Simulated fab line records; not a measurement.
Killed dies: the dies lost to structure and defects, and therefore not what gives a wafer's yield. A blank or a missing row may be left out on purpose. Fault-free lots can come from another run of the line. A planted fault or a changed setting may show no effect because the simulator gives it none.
fab line records | flow sky130
record: lots: 7 | wafers: 21 | lastDay: 50
route steps=708 shown METAL4@627 VIA4@639 PAD_OPEN@708
lots that met no fault: from a run of the same line without faults
startH: start of the lot's first displayed wafer, in hours after the record's first day | waitH: hours elapsed since this lot's preceding step | " unchanged from the row above | L1.1+2: a row that stands for several wafers | - no value present, or no start provided | * or withheld: withheld | < > ~ a bound
route shown NAME@n: NAME is a module with steps in the file, n the number in the route of the first one | usual: mean and standard deviation over wafers with no fault | same: alike in all rows | chamber/n: place in a boat | sites: the reading at each site | _std_site: their standard deviation | _edge_site: mean of outer sites minus mean of inner sites | radiusMm: how far each site lies from the wafer's centre | mask NAME#n: copy n | behind: the tool/chamber that last shaped the wafer | hold: why the lot was held/for how many hours/how that ended | device: names the non-switching transistor (n, p or np) | end of line: at the end of the route, the tests of the same wafers | a step given without rows: its recipe and nothing more | killed: at the first sort, the dies lost to defects and structure; wafer yield is something else | map: per-die view of a wafer (x killed, . not killed, _ where there is no die)
set.NAME: setting as actually run; set.NAME@STEP: the setting as run at that earlier step | model.NAME: the simulator's own value behind a step, which no gauge read
lots at some steps of the route; a table a step, a row a wafer
services: from which hour (startH, from the record's first day; less than 0 if before it) a tool's chamber was out of use, for how many hours, and why
== steps ==
step: SKY_METAL4_PEB_11
recipe: pebTempC: withheld | pebTimeS: withheld | resist: KrF-thick
step: SKY_METAL4_DEVELOP_12
recipe: developTimeS: 60 | resist: KrF-thick | devTempC: 21
step: SKY_METAL4_CD_MEAS_13
recipe: targetCdNm: 300
usual: cdNm: 299.9/1.6
lot.wafer | tool     | chamber | startH  | waitH | cdNm
L981.1    | cdSem-01 | -       | 992.49  | -     | 299.6
L981.2    | "        | -       | "       | "     | 299.6
L981.3    | "        | -       | "       | "     | 298.8
L988.1    | cdSem-02 | -       | 1039.58 | -     | 299.5
L988.2    | "        | -       | "       | "     | 299.1
L988.3    | "        | -       | "       | "     | 299.8
L989.2    | cdSem-02 | -       | 1053.36 | -     | 298.8
L989.4    | "        | -       | "       | "     | 298.5
L989.6    | "        | -       | "       | "     | 299.6
L996.1    | cdSem-02 | -       | 1088.73 | -     | 301.2
L996.4    | "        | -       | "       | "     | 301.9
L996.5    | "        | -       | "       | "     | 301.0
L998.1    | cdSem-01 | -       | 1098.64 | -     | 298.3
L998.3    | "        | -       | "       | "     | 300.1
L998.4    | "        | -       | "       | "     | 298.8
L999.2    | cdSem-01 | -       | 1099.38 | -     | 299.4
L999.3    | "        | -       | "       | "     | 300.5
L999.4    | "        | -       | "       | "     | 300.6
L100.1    | cdSem-01 | -       | 1111.56 | -     | 294.9
L100.2    | "        | -       | "       | "     | 295.9
L100.6    | "        | -       | "       | "     | 294.9
step: SKY_METAL4_OVL_MEAS_14
usual: METAL4_OVL: 5/5.1
lot.wafer | tool       | chamber | startH  | waitH | METAL4_OVL[nm]
L981.1    | overlay-02 | -       | 992.61  | 0.1   | 2
L981.2    | "          | -       | "       | "     | 0
L981.3    | "          | -       | "       | "     | 3
L988.1    | overlay-02 | -       | 1039.70 | 0.1   | 3
L988.2    | "          | -       | "       | "     | -1
L988.3    | "          | -       | "       | "     | 4
L989.2    | overlay-01 | -       | 1053.47 | 0.1   | 0
L989.4    | "          | -       | "       | "     | 5
L989.6    | "          | -       | "       | "     | 4
L996.1    | overlay-02 | -       | 1088.85 | 0.1   | 4
L996.4    | "          | -       | "       | "     | 7
L996.5    | "          | -       | "       | "     | 12
L998.1    | overlay-02 | -       | 1098.76 | 0.1   | 1
L998.3    | "          | -       | "       | "     | 11
L998.4    | "          | -       | "       | "     | 8
L999.2    | overlay-02 | -       | 1099.48 | 0.1   | 11
L999.3    | "          | -       | "       | "     | 1
L999.4    | "          | -       | "       | "     | -3
L100.1    | overlay-02 | -       | 1111.68 | 0.1   | 10
L100.2    | "          | -       | "       | "     | 6
L100.6    | "          | -       | "       | "     | 11
step: SKY_METAL4_DESCUM_15
recipe: chemistry: O2 | sourcePowerW: 150 | biasPowerW: 0 | pressureMtorr: 10 | tempC: 40 | timeS: 8
usual: drypumpMotorCurrentA: 5.7/0.47 | oesProductAu: 0.999/0.0097
lot.wafer | tool        | chamber | startH  | waitH | drypumpMotorCurrentA | oesProductAu | rfHoursCounterH
L981.1    | rieMetal-03 | 1       | 992.65  | 0.0   | 5.8                  | 1.002        | 4
L981.2    | "           | 0       | "       | "     | 5.3                  | 0.996        | 9
L981.3    | "           | 0       | "       | "     | 5.3                  | 1.006        | -
L988.1    | rieMetal-03 | 0       | 1039.73 | 0.0   | 5.3                  | 1.002        | 13
L988.2    | "           | 1       | "       | "     | 5.8                  | 0.990        | 6
L988.3    | "           | 0       | "       | "     | 5.3                  | 1.001        | -
L989.2    | rieMetal-01 | 1       | 1053.50 | 0.0   | 5.7                  | 1.002        | 18
L989.4    | "           | 1       | "       | "     | 5.8                  | 1.002        | -
L989.6    | "           | 1       | "       | "     | 5.8                  | 1.005        | -
L996.1    | rieMetal-01 | 1       | 1088.88 | 0.0   | 5.8                  | 0.992        | 21
L996.4    | "           | 0       | "       | "     | 4.9                  | 1.020        | -
L996.5    | "           | 0       | "       | "     | 4.9                  | 1.023        | -
L998.1    | rieMetal-03 | 0       | 1098.80 | 0.0   | 5.3                  | 1.001        | 17
L998.3    | "           | 0       | "       | "     | 5.3                  | 0.994        | -
L998.4    | "           | 1       | "       | "     | 5.8                  | 0.986        | -
L999.2    | rieMetal-02 | 1       | 1099.51 | 0.0   | 6.3                  | 0.997        | 13
L999.3    | "           | 1       | "       | "     | 6.3                  | 0.993        | -
L999.4    | "           | 0       | "       | "     | 6.0                  | 1.004        | -
L100.1    | rieMetal-01 | 0       | 1111.71 | 0.0   | 4.9                  | 1.008        | 24
L100.2    | "           | 1       | "       | "     | 5.8                  | 0.993        | 22
L100.6    | "           | 0       | "       | "     | 4.9                  | 1.011        | -
step: SKY_METAL4_ETCH_16
recipe: chemistry: N2/H2 | target: BARC | ionEnergyEv: 200 | biasW: 100 | pressureMtorr: 30 | n2FlowSccm: 100 | h2FlowSccm: 200 | icpW: 500 | stopOn: SiO2 | timeS: 88.2 | targetDepthA: 600
usual: biasW: 100.02/0.28 | drypumpMotorCurrentA: 5.7/0.47 | n2FlowSccm: 100.06/0.26 | oesProductAu: 0.626/0.0049 | throttleValvePct: 13.205/0.0091
lot.wafer | tool        | chamber | startH  | waitH | biasW  | drypumpMotorCurrentA | n2FlowSccm | oesProductAu | rfHoursCounterH | throttleValvePct
L981.1    | rieMetal-03 | 1       | 992.68  | 0.0   | 99.71  | 5.8                  | 100.09     | 0.627        | 4               | 13.217
L981.2    | "           | 0       | "       | "     | 99.92  | 5.3                  | 100.17     | 0.623        | 9               | 13.202
L981.3    | "           | 0       | "       | "     | 100.37 | 5.3                  | 100.41     | 0.625        | -               | 13.190
L988.1    | rieMetal-03 | 0       | 1039.78 | 0.0   | 100.12 | 5.3                  | 99.94      | 0.633        | 13              | 13.189
L988.2    | "           | 1       | "       | "     | 100.40 | 5.8                  | 99.71      | 0.627        | 6               | 13.210
L988.3    | "           | 0       | "       | "     | 99.84  | 5.3                  | 99.99      | 0.638        | -               | 13.215
L989.2    | rieMetal-01 | 1       | 1053.53 | 0.0   | 99.34  | 5.8                  | 99.70      | 0.629        | 18              | 13.200
L989.4    | "           | 1       | "       | "     | 99.54  | 5.8                  | 99.44      | 0.626        | -               | 13.189
L989.6    | "           | 1       | "       | "     | 99.99  | 5.8                  | 99.58      | 0.621        | -               | 13.209
L996.1    | rieMetal-01 | 1       | 1088.92 | 0.0   | 100.13 | 5.8                  | 100.17     | 0.625        | 21              | 13.220
L996.4    | "           | 0       | "       | "     | 100.18 | 4.9                  | 99.91      | 0.621        | -               | 13.203
L996.5    | "           | 0       | "       | "     | 100.21 | 4.8                  | 99.74      | 0.631        | -               | 13.208
L998.1    | rieMetal-03 | 0       | 1098.83 | 0.0   | 100.24 | 5.3                  | 100.33     | 0.630        | 17              | 13.200
L998.3    | "           | 0       | "       | "     | 100.25 | 5.3                  | 99.81      | 0.626        | -               | 13.207
L998.4    | "           | 1       | "       | "     | 100.55 | 5.8                  | 100.46     | 0.622        | -               | 13.202
L999.2    | rieMetal-02 | 1       | 1099.54 | 0.0   | 99.89  | 6.4                  | 100.03     | 0.632        | 13              | 13.216
L999.3    | "           | 1       | "       | "     | 99.98  | 6.4                  | 100.29     | 0.618        | -               | 13.209
L999.4    | "           | 0       | "       | "     | 100.27 | 6.0                  | 100.43     | 0.625        | -               | 13.199
L100.1    | rieMetal-01 | 0       | 1111.74 | 0.0   | 99.74  | 4.9                  | 100.35     | 0.620        | 24              | 13.203
L100.2    | "           | 1       | "       | "     | 100.17 | 5.7                  | 100.04     | 0.620        | 22              | 13.211
L100.6    | "           | 0       | "       | "     | 99.80  | 4.8                  | 100.68     | 0.612        | -               | 13.203
step: SKY_METAL4_ETCH_17
recipe: target: SiO2 | stopOn: TiN | chemistry: C4F8/O2/Ar | sourceW: 1500 | biasW: 1200 | pressureMtorr: 40 | c4f8FlowSccm: withheld | O2_flow_sccm: 6 | Ar_flow_sccm: 300 | timeS: 3.9 | targetDepthA: 150
usual: biasW: 1200/3.7 | oesProductAu: 0.758/0.0071
lot.wafer | tool       | chamber | startH  | waitH | biasW | oesProductAu | rfHoursCounterH
L981.1    | rieDiel-02 | 3       | 992.78  | 0.1   | 1202  | 0.756        | 10
L981.2    | "          | 0       | "       | "     | 1194  | 0.753        | 8
L981.3    | "          | 2       | "       | "     | 1199  | 0.750        | 15
L988.1    | rieDiel-01 | 0       | 1039.91 | 0.1   | 1196  | 0.760        | 2
L988.2    | "          | 1       | "       | "     | 1202  | 0.758        | 25
L988.3    | "          | 2       | "       | "     | 1201  | 0.759        | 29
L989.2    | rieDiel-01 | 3       | 1053.63 | 0.1   | 1204  | 0.759        | 22
L989.4    | "          | 0       | "       | "     | 1198  | 0.757        | 3
L989.6    | "          | 3       | "       | "     | 1200  | 0.767        | -
L996.1    | rieDiel-02 | 1       | 1089.01 | 0.1   | 1207  | 0.751        | 4
L996.4    | "          | 2       | "       | "     | 1201  | 0.761        | 18
L996.5    | "          | 3       | "       | "     | 1205  | 0.763        | -
L998.1    | rieDiel-02 | 1       | 1098.93 | 0.1   | 1198  | 0.745        | 5
L998.3    | "          | 3       | "       | "     | 1197  | 0.742        | 14
L998.4    | "          | 2       | "       | "     | 1202  | 0.768        | 18
L999.2    | rieDiel-02 | 3       | 1099.64 | 0.1   | 1207  | 0.759        | 14
L999.3    | "          | 0       | "       | "     | 1201  | 0.757        | 11
L999.4    | "          | 2       | "       | "     | 1201  | 0.763        | 18
L100.1    | rieDiel-01 | 0       | 1111.84 | 0.1   | 1204  | 0.755        | 4
L100.2    | "          | 2       | "       | "     | 1199  | 0.760        | 0
L100.6    | "          | 2       | "       | "     | 1205  | 0.751        | -
step: SKY_METAL4_METAL_ETCH_18
recipe: targetDepthA: 8450 | stopOn: SiO2 | overEtchFrac: 0.3 | timeS: 183.1 | chemistry: Cl2/BCl3 | resistSidewallDeg: 88 | pressureMtorr: 10 | icpW: 900 | biasW: 48.5 | Cl2_flow_sccm: 60 | bcl3FlowSccm: 30
usual: biasW: 48.51/0.14 | drypumpMotorCurrentA: 5.6/0.46 | oesProductAu: 0.867/0.0069 | throttleValvePct: 22.265/0.0094
lot.wafer | tool        | chamber | startH  | waitH | biasW | drypumpMotorCurrentA | oesProductAu | rfHoursCounterH | throttleValvePct
L981.1    | rieMetal-01 | 1       | 992.80  | 0.0   | 48.39 | 5.7                  | 0.874        | 14              | 22.257
L981.2    | "           | 0       | "       | "     | 48.54 | 4.9                  | 0.861        | 15              | 22.271
L981.3    | "           | 1       | "       | "     | 48.83 | 5.7                  | 0.871        | -               | 22.264
L988.1    | rieMetal-02 | 1       | 1039.93 | 0.0   | 48.62 | 6.3                  | 0.862        | 8               | 22.262
L988.2    | "           | 0       | "       | "     | 48.75 | 6.0                  | 0.866        | 6               | 22.261
L988.3    | "           | 1       | "       | "     | 48.38 | 6.4                  | 0.871        | -               | 22.260
L989.2    | rieMetal-03 | 1       | 1053.65 | 0.0   | 48.41 | 5.8                  | 0.881        | 7               | 22.259
L989.4    | "           | 1       | "       | "     | 48.62 | 5.8                  | 0.886        | -               | 22.252
L989.6    | "           | 0       | "       | "     | 48.53 | 5.3                  | 0.875        | -               | 22.257
L996.1    | rieMetal-03 | 0       | 1089.03 | 0.0   | 48.50 | 5.3                  | 0.870        | 17              | 22.267
L996.4    | "           | 1       | "       | "     | 48.38 | 5.7                  | 0.860        | -               | 22.251
L996.5    | "           | 1       | "       | "     | 48.46 | 5.8                  | 0.871        | -               | 22.270
L998.1    | rieMetal-01 | 0       | 1098.95 | 0.0   | 48.84 | 4.9                  | 0.878        | 23              | 22.275
L998.3    | "           | 1       | "       | "     | 48.55 | 5.7                  | 0.860        | -               | 22.274
L998.4    | "           | 0       | "       | "     | 48.61 | 4.9                  | 0.861        | -               | 22.267
L999.2    | rieMetal-03 | 1       | 1099.66 | 0.0   | 48.51 | 5.7                  | 0.868        | 11              | 22.271
L999.3    | "           | 0       | "       | "     | 48.40 | 5.3                  | 0.868        | -               | 22.279
L999.4    | "           | 1       | "       | "     | 48.55 | 5.8                  | 0.880        | -               | 22.277
L100.1    | rieMetal-03 | 0       | 1111.86 | 0.0   | 48.46 | 5.3                  | 0.874        | 18              | 22.258
L100.2    | "           | 1       | "       | "     | 48.60 | 5.8                  | 0.863        | 11              | 22.272
L100.6    | "           | 0       | "       | "     | 48.48 | 5.3                  | 0.870        | -               | 22.269
step: SKY_METAL4_STRIP_19
recipe: chemistry: O2/N2 | powerW: 1400 | pressureMtorr: 1500 | platenTempC: withheld | o2FlowSccm: 3000 | n2FlowSccm: 300 | overashFraction: 0.5
usual: drypumpMotorCurrentA: 5.62/0.27 | n2FlowSccm: 299.8/0.98 | oesProductAu: 0.502/0.0059 | stripTimeToEndpointS: 6.55/0.079
lot.wafer | tool           | chamber | startH  | waitH | drypumpMotorCurrentA | n2FlowSccm | oesProductAu | rfHoursCounterH | stripTimeToEndpointS
L981.1    | plasmaAsher-03 | 1       | 992.97  | 0.1   | 5.20                 | 298.0      | 0.508        | 115             | 6.61
L981.2    | "              | 0       | "       | "     | 5.39                 | 300.6      | 0.492        | 115             | 6.39
L981.3    | "              | 0       | "       | "     | 5.41                 | 300.2      | 0.503        | -               | 6.58
L988.1    | plasmaAsher-02 | 0       | 1040.16 | 0.2   | 6.02                 | 300.6      | 0.500        | 31              | 6.45
L988.2    | "              | 1       | "       | "     | 5.34                 | 301.5      | 0.501        | 31              | 6.59
L988.3    | "              | 0       | "       | "     | 6.03                 | 300.4      | 0.493        | -               | 6.45
L989.2    | plasmaAsher-04 | 0       | 1053.82 | 0.1   | 5.67                 | 299.8      | 0.514        | 94              | 6.77
L989.4    | "              | 1       | "       | "     | 5.86                 | 300.0      | 0.501        | -               | 6.72
L989.6    | "              | 1       | "       | "     | 5.88                 | 299.9      | 0.509        | -               | 6.64
L996.1    | plasmaAsher-03 | 1       | 1089.21 | 0.1   | 5.19                 | 301.1      | 0.504        | 2               | 6.48
L996.4    | "              | 1       | "       | "     | 5.22                 | 299.9      | 0.505        | -               | 6.66
L996.5    | "              | 0       | "       | "     | 5.37                 | 299.7      | 0.496        | -               | 6.62
L998.1    | plasmaAsher-03 | 1       | 1099.12 | 0.1   | 5.23                 | 300.8      | 0.491        | 3               | 6.44
L998.3    | "              | 0       | "       | "     | 5.36                 | 299.9      | 0.507        | -               | 6.62
L998.4    | "              | 1       | "       | "     | 5.21                 | 300.0      | 0.509        | -               | 6.45
L999.2    | plasmaAsher-04 | 1       | 1099.84 | 0.1   | 5.86                 | 300.2      | 0.501        | 99              | 6.66
L999.3    | "              | 1       | "       | "     | 5.84                 | 299.8      | 0.505        | -               | 6.53
L999.4    | "              | 0       | "       | "     | 5.67                 | 300.4      | 0.512        | -               | 6.70
L100.1    | plasmaAsher-03 | 0       | 1112.04 | 0.1   | 5.42                 | 300.7      | 0.508        | 5               | 6.55
L100.2    | "              | 1       | "       | "     | 5.23                 | 300.9      | 0.503        | 5               | 6.64
L100.6    | "              | 1       | "       | "     | 5.22                 | 296.8      | 0.499        | -               | 6.55
step: SKY_METAL4_STRIP_20
recipe: chemistry: postEtchResidueRemover | timeS: 1200 | tempC: 72.5
step: SKY_METAL4_CLEAN_21
recipe: chemistry: IPA | timeS: 180 | tempC: 25
step: SKY_METAL4_CLEAN_22
recipe: chemistry: O3/DIW | dry: n2Spin
step: SKY_VIA4_HDPCVD_00
recipe: material: SiO2 | targetThkNm: 1750 | sigmaOpenFrac: 0.3 | timeS: 291.7 | tempC: 400 | sih4FlowSccm: 60 | pressureMtorr: 6
usual: runLengthS: 319.7/0.75
lot.wafer | tool      | chamber | startH  | waitH | runLengthS | model.SiO2_of_VIA4_HDPCVD_00.thkNm
L981.1    | hdpcvd-02 | 1       | 993.56  | 0.0   | 320.5      | 1750
L981.2    | "         | 0       | "       | "     | 319.8      | 1763
L981.3    | "         | 2       | "       | "     | 320.1      | 1761
L988.1    | hdpcvd-02 | 1       | 1040.79 | 0.0   | 320.0      | 1776
L988.2    | "         | 0       | "       | "     | 319.4      | 1779
L988.3    | "         | 2       | "       | "     | 319.8      | 1754
L989.2    | hdpcvd-02 | 1       | 1054.42 | 0.0   | 319.9      | 1756
L989.4    | "         | 0       | "       | "     | 319.4      | 1760
L989.6    | "         | 2       | "       | "     | 320.2      | 1742
L996.1    | hdpcvd-01 | 2       | 1089.80 | 0.0   | 320.0      | 1765
L996.4    | "         | 1       | "       | "     | 318.5      | 1777
L996.5    | "         | 0       | "       | "     | 320.2      | 1732
L998.1    | hdpcvd-01 | 0       | 1099.72 | 0.0   | 301.7      | 1627
L998.3    | "         | 2       | "       | "     | 320.0      | 1749
L998.4    | "         | 0       | "       | "     | 301.2      | 1647
L999.2    | hdpcvd-01 | 0       | 1100.44 | 0.0   | 320.4      | 1741
L999.3    | "         | 1       | "       | "     | 318.4      | 1759
L999.4    | "         | 2       | "       | "     | 301.5      | 1628
L100.1    | hdpcvd-01 | 2       | 1112.75 | 0.1   | 302.0      | 1648
L100.2    | "         | 0       | "       | "     | 320.0      | 1740
L100.6    | "         | 0       | "       | "     | 320.3      | 1745
step: SKY_VIA4_THK_MEAS_01
recipe: reads: SiO2_of_VIA4_HDPCVD_00
usual: VIA4_HDPCVD_THK: 1757/15
lot.wafer | tool         | chamber | startH  | waitH | VIA4_HDPCVD_THK[nm]
L981.1    | filmMetro-03 | -       | 993.74  | 0.1   | 1751
L981.2    | "            | -       | "       | "     | 1762
L981.3    | "            | -       | "       | "     | 1763
L988.1    | filmMetro-02 | -       | 1040.97 | 0.1   | 1776
L988.2    | "            | -       | "       | "     | 1780
L988.3    | "            | -       | "       | "     | 1754
L989.2    | filmMetro-03 | -       | 1054.60 | 0.1   | 1756
L989.4    | "            | -       | "       | "     | 1759
L989.6    | "            | -       | "       | "     | 1741
L996.1    | filmMetro-03 | -       | 1089.98 | 0.1   | 1766
L996.4    | "            | -       | "       | "     | 1776
L996.5    | "            | -       | "       | "     | 1732
L998.1    | filmMetro-03 | -       | 1099.90 | 0.1   | 1627
L998.3    | "            | -       | "       | "     | 1748
L998.4    | "            | -       | "       | "     | 1647
L999.2    | filmMetro-01 | -       | 1100.63 | 0.1   | 1741
L999.3    | "            | -       | "       | "     | 1758
L999.4    | "            | -       | "       | "     | 1626
L100.1    | filmMetro-01 | -       | 1112.93 | 0.1   | 1649
L100.2    | "            | -       | "       | "     | 1741
L100.6    | "            | -       | "       | "     | 1746
step: SKY_VIA4_CMP_02
recipe: material: SiO2 | downForcePsi: 4 | platenRpm: 60 | padVelocityMS: 0.94248
step: SKY_PAD_OPEN_PROBE_99
usual: defectLimitedYield: 82.3/1.9 | killed_at_M0_to_M3: 44/6.9 | killed_at_M4_up: 3.3/2.1 | killedAtContacts: 24/4.8 | killedAtFrontEnd: 15/4.4 | killedAtOther: 0.2/0.48 | killedDies: 87/9.5 | killedOpen: 48/6.5 | killedShort: 39/6.3 | sort_bin_3_pad_short: 0.9/0.48 | sort_bin_5_function: 10.5/1.5 | sort_bin_6_memory: 6.3/1.1 | sortNPass: 405/9.5 | sortYieldPct: 82.3/1.9
same: grossDies: 492 | killedAtBackSide: 0 | sort_bin_4_leakage[%]: 0 | sort_bin_8_speed[%]: 0
lot.wafer | tool      | chamber | startH  | waitH | defectLimitedYield[%] | killed_at_M0_to_M3 | killed_at_M4_up | killedAtContacts | killedAtFrontEnd | killedAtOther | killedDies | killedOpen | killedShort | sort_bin_3_pad_short[%] | sort_bin_5_function[%] | sort_bin_6_memory[%] | sortNPass | sortYieldPct[%]
L989.2    | prober-02 | -       | 1141.09 | 0.1   | 80.9                  | 46                 | 2               | 30               | 16               | 0             | 94         | 52         | 42          | 2.0                     | 11.2                   | 5.9                  | 398       | 80.9
L998.1    | prober-01 | -       | 1179.99 | 0.1   | 84.1                  | 34                 | 1               | 24               | 19               | 0             | 78         | 46         | 32          | 0.6                     | 11.8                   | 3.5                  | 414       | 84.1
L998.3    | prober-01 | -       | 1180.09 | 0.2   | 84.6                  | 33                 | 0               | 27               | 16               | 0             | 76         | 39         | 37          | 0.6                     | 8.1                    | 6.7                  | 416       | 84.6
L998.4    | prober-01 | -       | 1180.14 | 0.2   | 81.9                  | 45                 | 2               | 26               | 16               | 0             | 89         | 56         | 33          | 0.8                     | 11.0                   | 6.3                  | 403       | 81.9
killed by level:class
L989.2 VIA1:geometricParticle:open=12 LI_CONTACT:geometricParticle:open=11 CONTACT:geometricParticle:open=6 VIA1:geometricParticle:short=6 METAL2:geometricParticle:short=6 VIA3:geometricParticle:open=5 LOCAL_INTERCONNECT:geometricParticle:short=5 FIELD_ISO:geometricParticle:short=4
L998.1 VIA1:geometricParticle:open=12 POLY_GATE:geometricParticle:open=10 LI_CONTACT:geometricParticle:open=7 CONTACT:geometricParticle:open=7 LOCAL_INTERCONNECT:geometricParticle:short=5 METAL2:geometricParticle:short=5 FIELD_ISO:geometricParticle:short=4 CONTACT:geometricParticle:short=4
L998.3 CONTACT:geometricParticle:open=10 VIA1:geometricParticle:open=8 VIA1:geometricParticle:short=7 LI_CONTACT:geometricParticle:open=5 CONTACT:geometricParticle:short=5 FIELD_ISO:geometricParticle:open=4 FIELD_ISO:geometricParticle:short=4 POLY_GATE:geometricParticle:open=4
L998.4 CONTACT:geometricParticle:open=14 VIA1:geometricParticle:open=14 VIA2:geometricParticle:open=11 LI_CONTACT:geometricParticle:open=5 FIELD_ISO:geometricParticle:short=4 POLY_GATE:geometricParticle:open=4 POLY_GATE:geometricParticle:short=4 METAL1:geometricParticle:short=4
== services ==
tool           | chamber | startH  | hours | kind
rieDiel-02     | 0       | 970.01  | 13.3  | repair
rieMetal-03    | 1       | 993.58  | 17.2  | repair
rieDiel-01     | 1       | 995.48  | 9.3   | repair
rieDiel-01     | 2       | 1015.28 | 5.0   | repair
rieMetal-01    | -       | 1045.68 | 0.2   | repair
plasmaAsher-03 | -       | 1055.25 | 9.0   | pm
plasmaAsher-03 | 0       | 1055.25 | 9.0   | ventCycle
plasmaAsher-03 | 1       | 1055.25 | 9.0   | ventCycle
plasmaAsher-03 | 0       | 1064.25 | -     | clean
plasmaAsher-03 | 1       | 1064.25 | -     | clean
hdpcvd-02      | -       | 1064.36 | 99.3  | repair
rieDiel-01     | 2       | 1071.31 | -     | clean
rieDiel-01     | 2       | 1071.31 | 24.3  | scheduledDown
rieDiel-01     | 2       | 1071.31 | 24.3  | ventCycle
rieDiel-02     | 0       | 1071.73 | 5.4   | repair
rieDiel-01     | -       | 1083.40 | 28.1  | pm
plasmaAsher-02 | -       | 1098.79 | 30.3  | repair
== key ==
firstSign: step: SKY_VIA4_HDPCVD_00 | reading: runLengthS | direction: down | sigmas: 24 | usual: * | struck: *
effect: step: SKY_VIA4_THK_MEAS_01 | reading: VIA4_HDPCVD_THK | direction: down | sigmas: 8 | usual: 1757 | struck: 1637
modelEffect: step: SKY_VIA4_HDPCVD_00 | value: SiO2_of_VIA4_HDPCVD_00.thkNm | without: 1750 | struck: 1638
metAt SKY_VIA4_HDPCVD_00
struckWafers L998.1,L998.4,L999.4,L100.1
onsetBetween 1089.80 1099.72
fault: kind: processParameterDrift | tool: hdpcvd-01 | chamber: - | onsetH: 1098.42 | steps: SKY_VIA4_HDPCVD_00 | channel: timeS | offset: * | shape: step | endH: 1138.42 | scope: struckWafersOnly | actsIn: * | stated: *
